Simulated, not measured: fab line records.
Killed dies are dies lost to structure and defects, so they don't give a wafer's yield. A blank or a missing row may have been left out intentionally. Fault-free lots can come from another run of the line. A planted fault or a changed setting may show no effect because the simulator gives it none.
Comparing a struck lot with a sound one | flow sky130 | 27 out of 708 route steps
Sound: these wafers, L202.2, L202.3, L202.6. Struck: wafer L208.2 (left out: L208.3, L208.4 of the same lot, which were not struck); the cause appears at the end.
For every step that has rows: the tool of each side, followed by ch and its chambers, followed by its first start. Under that, the readings that differ: sound wafers | struck wafers | difference of the means | sigmas: that difference in standard deviations of wafers without a fault.
alike: words and numbers the same on both sides, and readings whose means are apart by under 2 such deviations; not compared: readings that were withheld, readings missing a value for some wafer, numbers with overlapping values and no deviation given by the record, and bounds like >300 which may hide the same value.
Wherever a step has rows on one side only, a row that says differs or no value, or a row with sigmas, the two part there. Non-overlapping numbers with no deviation appear without sigmas and do not part them. A reading that every wafer of one side lacks parts them only if that side has two wafers or more.

first, 2 steps without rows for these wafers: SKY_LDD_LDN_PEB_05; SKY_LDD_LDN_DEVELOP_06 (develop time 60 s).
SKY_LDD_LDN_OVL_MEAS_07:
  struck on overlay-02, day 25 20:50; sound on overlay-01, day 24 05:59
  alike: LDD_LDN_OVL
then, 4 steps without rows for these wafers: SKY_LDD_LDN_IMPLANT_08; SKY_LDD_LDN_IMPLANT_09; SKY_LDD_LDN_IMPLANT_10; SKY_LDD_LDN_IMPLANT_11.
SKY_LDD_LDN_STRIP_12: strips in O2/N2.
  sound on plasma-asher-04 ch 0,1, day 24 06:37; struck on plasma-asher-03 ch 1, day 25 21:28
  alike: chamber-pressure-mTorr, drypump-motor-current-A, oes-product-au, strip-time-to-endpoint-s
  not compared: rf-hours-counter-h
SKY_LDD_LDN_TW_MEAS_13:
  struck on film-metro-02, day 25 21:35; sound on film-metro-01, day 24 06:44
  reading    | sound          | struck | difference | sigmas
  LDD_LDN_TW | 1513 1513 1514 | 1469   | -44        | -2
then, 2 steps without rows for these wafers: SKY_LDD_LDN_CLEAN_14 (cleans in SC1/SC2, time 150 s); SKY_SPACER_CVD_00 (deposits Si3N4 from DCS/NH3, target thk 43.1 nm, time 740 s).
SKY_SPACER_THK_MEAS_01:
  struck on film-metro-02, day 25 23:16; sound on film-metro-03, day 24 08:03
  alike: SPACER_CVD_00_THK
SKY_SPACER_ETCHBACK_02: etches Si3N4 in CH3F/O2, stops on SiO2, time 46.7 s, target depth 45 nm.
  sound on rie-diel-04 ch 2,3, day 24 08:06; struck on rie-diel-01 ch 0, day 25 23:19
  reading                                    | sound             | struck | difference | sigmas
  oes-product-au (a.u.)                      | 0.843 0.840 0.844 | 0.701  | -0.141     | -20
  run-length-s (s)                           | 74.7 75.3 75.3    | 93.9   | +18.8      | +38
  model.SiO2_of_SONOS_ONO_CVD_04.thk-nm (nm) | 4.318 4.266 4.303 | 2.222  | -2.074     |
  alike: chamber-pressure-mTorr, drypump-motor-current-A, rf-fwd-power-W, throttle-valve-pct
  not compared: rf-hours-counter-h
then, 8 steps without rows for these wafers: SKY_POLY_CUT_DEHYDRATE_00 (time 60 s); SKY_POLY_CUT_HMDS_01 (prime time 60 s); SKY_POLY_CUT_COAT_02 (resist thk 60 nm); SKY_POLY_CUT_COAT_03 (resist thk 450 nm); SKY_POLY_CUT_SOFTBAKE_04 (time 90 s); SKY_POLY_CUT_EXPOSE_05 (exposes mask NPCM, target cd 270 nm); SKY_POLY_CUT_PEB_06; SKY_POLY_CUT_DEVELOP_07 (develop time 60 s).
SKY_POLY_CUT_CD_MEAS_08: the cd target is 270 nm.
  struck on cd-sem-02, day 27 04:33; sound on cd-sem-02, day 25 13:43
  alike: cd-nm
SKY_POLY_CUT_OVL_MEAS_09:
  struck on overlay-01, day 27 04:40; sound on overlay-01, day 25 13:49
  alike: POLY_CUT_OVL
SKY_POLY_CUT_ETCH_10: etches BARC in N2/H2, stops on SiO2, time 45.9 s, target depth 60 nm.
  sound on rie-diel-03 ch 1,2,3, day 25 13:51; struck on rie-diel-03 ch 2, day 27 04:41
  alike: chamber-pressure-mTorr, drypump-motor-current-A, oes-product-au, rf-fwd-power-W, throttle-valve-pct
  not compared: rf-hours-counter-h
SKY_POLY_CUT_ETCH_11: etches Si3N4 in CF4/CH2F2/Ar, stops on poly-Si, time 42.5 s, target depth 60 nm.
  sound on rie-diel-03 ch 1,2,3, day 25 13:53; struck on rie-diel-03 ch 2, day 27 04:44
  reading                              | sound             | struck | difference | sigmas
  cf4-flow-sccm (sccm)                 | 39.88 39.91 39.96 | 40.16  | +0.24      | +2
  oes-product-au (a.u.)                | 0.835 0.832 0.832 | 0.776  | -0.057     | -9
  model.POLY_CUT.feature-depth-nm (nm) | 62.23 62.11 62    | 56.68  | -5.43      |
  model.etch.depth-nm (nm)             | 62.23 62.11 61.99 | 56.68  | -5.43      |
  alike: chamber-pressure-mTorr, drypump-motor-current-A, mfc-ar-sccm, rf-fwd-power-W, throttle-valve-pct
  not compared: rf-hours-counter-h
SKY_POLY_CUT_STRIP_12: strips in O2/N2.
  sound on plasma-asher-01 ch 0,1, day 25 13:56; struck on plasma-asher-03 ch 0, day 27 04:46
  reading                        | sound                | struck | difference | sigmas
  chamber-pressure-mTorr (mTorr) | 1500.8 1498.9 1502.0 | 1497.9 | -2.7       | -2
  strip-time-to-endpoint-s (s)   | 5.348 5.337 5.338    | 5.403  | +0.062     | +3
  alike: drypump-motor-current-A, oes-product-au
  not compared: rf-hours-counter-h
-- record jumps: 21 days separate the struck wafers' starts on either side; left off in module POLY_CUT, taken up again in module PAD_OPEN, whose first shown step is the route's number 708 --
SKY_PAD_OPEN_PROBE_99:
  struck on prober-02, day 48 02:16; sound on prober-02, day 46 19:37
  reading                                 | sound             | struck | difference | sigmas
  killed_at_M4_up                         | 2 3 3             | 8      | +5         | +3
  killed-at-other                         | 0 0 0             | 1      | +1         | +2
  model.etest.pfet_01v8.r-on-ohm-um       | 2993 2891 2941    | 2680   | -262       |
  model.etest.res-pdiff.line-ohm-um       | 1351 1369 1365    | 1241   | -121       |
  model.etest.res-ndiff.line-ohm-um       | 755.7 766.4 775.9 | 723.4  | -42.6      |
  model.etest.sonos-uncharged.r-on-ohm-um | 815.2 804.3 822.3 | 781.6  | -32.3      |
  model.etest.pfet_01v8.drive-ua-um       | 183.4 193.4 186.1 | 211.5  | +23.9      |
  model.etest.nfet_01v8_lvt.drive-ua-um   | 551.9 585 566.1   | 589    | +21        |
  model.etest.res-pdiff.rs-ohm-sq         | 194.5 196.1 196.6 | 183.6  | -12.1      |
  alike: killed_at_M0_to_M3, killed-at-contacts, killed-at-front-end, killed-dies, killed-open, killed-short
  not compared: model.etest.nfet-g5v0d10v5.r-on-ohm-um

== WHERE THEY PART ==
Last at SKY_PAD_OPEN_PROBE_99 as far as this record goes, first at SKY_LDD_LDN_TW_MEAS_13.

WHY: what had been put in by the simulator
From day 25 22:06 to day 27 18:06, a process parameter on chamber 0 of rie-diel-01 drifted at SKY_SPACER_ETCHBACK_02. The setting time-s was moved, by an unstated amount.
